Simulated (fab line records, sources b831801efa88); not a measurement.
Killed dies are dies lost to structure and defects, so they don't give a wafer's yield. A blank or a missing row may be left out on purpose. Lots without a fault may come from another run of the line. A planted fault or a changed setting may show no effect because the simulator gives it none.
Which tool did it? | flow sky130 | 12 lots, 36 wafers sampled, at 4 steps of a route of 708

WHAT THE GAUGES READ, wafer by wafer
SKY_VIA3_CD_MEAS_12: target cd 200 nm.
lot  | measured     | on        | cd_nm (nm)
L654 | day 39 19:24 | cd_sem-01 | 200.0 198.7 198.8
L655 | day 40 01:09 | cd_sem-01 | 202.4 200.2 200.0
L658 | day 41 14:34 | cd_sem-02 | 199.3 199.7 199.3
L657 | day 41 20:22 | cd_sem-02 | 201.9 202.7 202.1
L660 | day 41 21:49 | cd_sem-02 | 199.6 200.9 200.8
L662 | day 43 09:05 | cd_sem-01 | 200.8 200.3 200.3
L663 | day 43 10:14 | cd_sem-02 | 201.7 201.1 200.1
L664 | day 43 12:55 | cd_sem-01 | 202.8 202.3 203.4
L666 | day 43 14:04 | cd_sem-01 | 200.5 200.0 199.2
L667 | day 43 20:08 | cd_sem-02 | 202.9 202.9 203.8
L673 | day 45 00:49 | cd_sem-02 | 200.3 200.5 198.9
L672 | day 45 05:35 | cd_sem-02 | 198.6 197.8 199.4

WHICH TOOL RAN EACH LOT (tool, then ch and the chambers of the sampled wafers, then the start)
lot  | SKY_CONTACT_ETCH_17                | SKY_METAL2_METAL_ETCH_19          | SKY_VIA2_CVD_21
L654 | rie_diel-03 ch 0,1,2, day 31 14:48 | rie_metal-02 ch 0,1, day 35 04:46 | cvd_w-02 ch 0,1, day 36 10:44
L655 | rie_diel-01 ch 0,2,3, day 31 22:52 | rie_metal-04 ch 0,1, day 35 11:59 | cvd_w-02 ch 0,1, day 36 16:31
L658 | rie_diel-03 ch 1,2,3, day 33 18:08 | rie_metal-02 ch 0,1, day 37 05:46 | cvd_w-01 ch 0,1, day 38 10:32
L657 | rie_diel-01 ch 0,2,3, day 33 22:53 | rie_metal-01 ch 0,1, day 37 12:02 | cvd_w-02 ch 0,1, day 38 15:58
L660 | rie_diel-03 ch 0,1,3, day 33 23:21 | rie_metal-02 ch 0,1, day 37 12:43 | cvd_w-01 ch 0,1, day 38 17:19
L662 | rie_diel-02 ch 0,2,3, day 35 15:59 | rie_metal-04 ch 1, day 39 03:53   | cvd_w-02 ch 0,1, day 40 06:59
L663 | rie_diel-03 ch 0,1, day 35 16:19   | rie_metal-02 ch 0,1, day 39 04:41 | cvd_w-01 ch 0,1, day 40 07:46
L664 | rie_diel-01 ch 2,3, day 35 21:56   | rie_metal-04 ch 0,1, day 39 07:53 | cvd_w-01 ch 0,1, day 40 10:53
L666 | rie_diel-03 ch 0,2, day 35 22:13   | rie_metal-01 ch 0, day 39 09:10   | cvd_w-02 ch 0,1, day 40 11:36
L667 | rie_diel-02 ch 1,2,3, day 36 05:28 | rie_metal-04 ch 0,1, day 39 16:11 | cvd_w-02 ch 1, day 40 18:44
L673 | rie_diel-03 ch 0,2,3, day 37 15:29 | rie_metal-01 ch 0,1, day 40 23:42 | cvd_w-02 ch 0,1, day 42 01:37
L672 | rie_diel-03 ch 0,2, day 37 20:37   | rie_metal-04 ch 0,1, day 41 02:37 | cvd_w-02 ch 0,1, day 42 05:47
- SKY_CONTACT_ETCH_17: etches SiO2 in C4F8/O2/Ar, stops on Si3N4, target depth 340 nm.
- SKY_METAL2_METAL_ETCH_19: etches the open film in Cl2/BCl3, stops on SiO2, target depth 360 nm, time 78 s.
- SKY_VIA2_CVD_21: deposits W, target thk 420 nm, time 126.4 s.

WHAT THE TOOLS THEMSELVES READ (means of the sampled wafers that have a number; where no wafer has one, the mark that the record gives instead)
SKY_CONTACT_ETCH_17.
lot  | tool        | chamber_pressure_mTorr (mTorr) | oes_product_au (a.u.) | rf_fwd_power_W (W)
L654 | rie_diel-03 | 40.00                          | 0.889                 | 1492
L655 | rie_diel-01 | 40.00                          | 0.890                 | 1485
L658 | rie_diel-03 | 40.00                          | 0.888                 | 1490
L657 | rie_diel-01 | 39.99                          | 0.885                 | 1487
L660 | rie_diel-03 | 39.99                          | 0.887                 | 1489
L662 | rie_diel-02 | 40.04                          | 0.892                 | 1491
L663 | rie_diel-03 | 40.03                          | 0.893                 | 1497
L664 | rie_diel-01 | 40.05                          | 0.897                 | 1485
L666 | rie_diel-03 | 40.04                          | 0.891                 | 1497
L667 | rie_diel-02 | 40.02                          | 0.891                 | 1490
L673 | rie_diel-03 | 40.00                          | 0.895                 | 1493
L672 | rie_diel-03 | 40.01                          | 0.891                 | 1495

SKY_METAL2_METAL_ETCH_19.
lot  | tool         | chamber_pressure_mTorr (mTorr) | drypump_motor_current_A (A) | oes_product_au (a.u.) | rf_fwd_power_W (W) | throttle_valve_pct (%)
L654 | rie_metal-02 | 9.988                          | 5.6                         | 0.853                 | 894.8              | 22.258
L655 | rie_metal-04 | 9.999                          | 5.8                         | 0.849                 | 895.1              | 22.268
L658 | rie_metal-02 | 9.997                          | 5.3                         | 0.854                 | 892.6              | 22.256
L657 | rie_metal-01 | 10.000                         | 5.4                         | 0.854                 | 892.1              | 22.264
L660 | rie_metal-02 | 9.997                          | 5.3                         | 0.856                 | 893.6              | 22.259
L662 | rie_metal-04 | 9.993                          | 5.9                         | 0.858                 | 895.2              | 22.264
L663 | rie_metal-02 | 9.993                          | 5.6                         | 0.856                 | 889.8              | 22.257
L664 | rie_metal-04 | 9.994                          | 5.8                         | 0.848                 | 896.5              | 22.268
L666 | rie_metal-01 | 9.998                          | 5.8                         | 0.855                 | 894.3              | 22.272
L667 | rie_metal-04 | 10.001                         | 5.8                         | 0.853                 | 895.2              | 22.263
L673 | rie_metal-01 | 10.010                         | 5.6                         | 0.853                 | 893.1              | 22.255
L672 | rie_metal-04 | 10.000                         | 5.8                         | 0.854                 | 896.6              | 22.259

SKY_VIA2_CVD_21.
lot  | tool     | heater_power_w (W)
L654 | cvd_w-02 | 856
L655 | cvd_w-02 | 849
L658 | cvd_w-01 | 847
L657 | cvd_w-02 | 868
L660 | cvd_w-01 | 833
L662 | cvd_w-02 | 799
L663 | cvd_w-01 | 844
L664 | cvd_w-01 | 891
L666 | cvd_w-02 | 812
L667 | cvd_w-02 | 789
L673 | cvd_w-02 | 799
L672 | cvd_w-02 | 797

THE ANSWER, worked out from the rows above alone
Rule: what is usual is taken from the lots themselves. Put in order of their means at a reading, lots are off if they are a third of the lots or fewer, leave a main group of 4 or more, and stand apart from it by a gap of 3 or more times the standard deviation of the main group's means; of several such gaps the widest counts. A main group whose means are all the same, to the digits that the tables above print for the reading, isn't used. A lot without any number at a reading at which 4 lots or more have one is off too. The other lots that the step has rows for count as sound. The gauges are gone through in route order, then the tools' own readings, and for those a lot's mean is taken as printed above. The first step at which some lot is off is used, and at that step the reading that is off furthest; a lot without a number counts as furthest.
No lot is off at any reading shown: from this, nothing can be told.

WHAT THE SIMULATOR HAD PUT IN
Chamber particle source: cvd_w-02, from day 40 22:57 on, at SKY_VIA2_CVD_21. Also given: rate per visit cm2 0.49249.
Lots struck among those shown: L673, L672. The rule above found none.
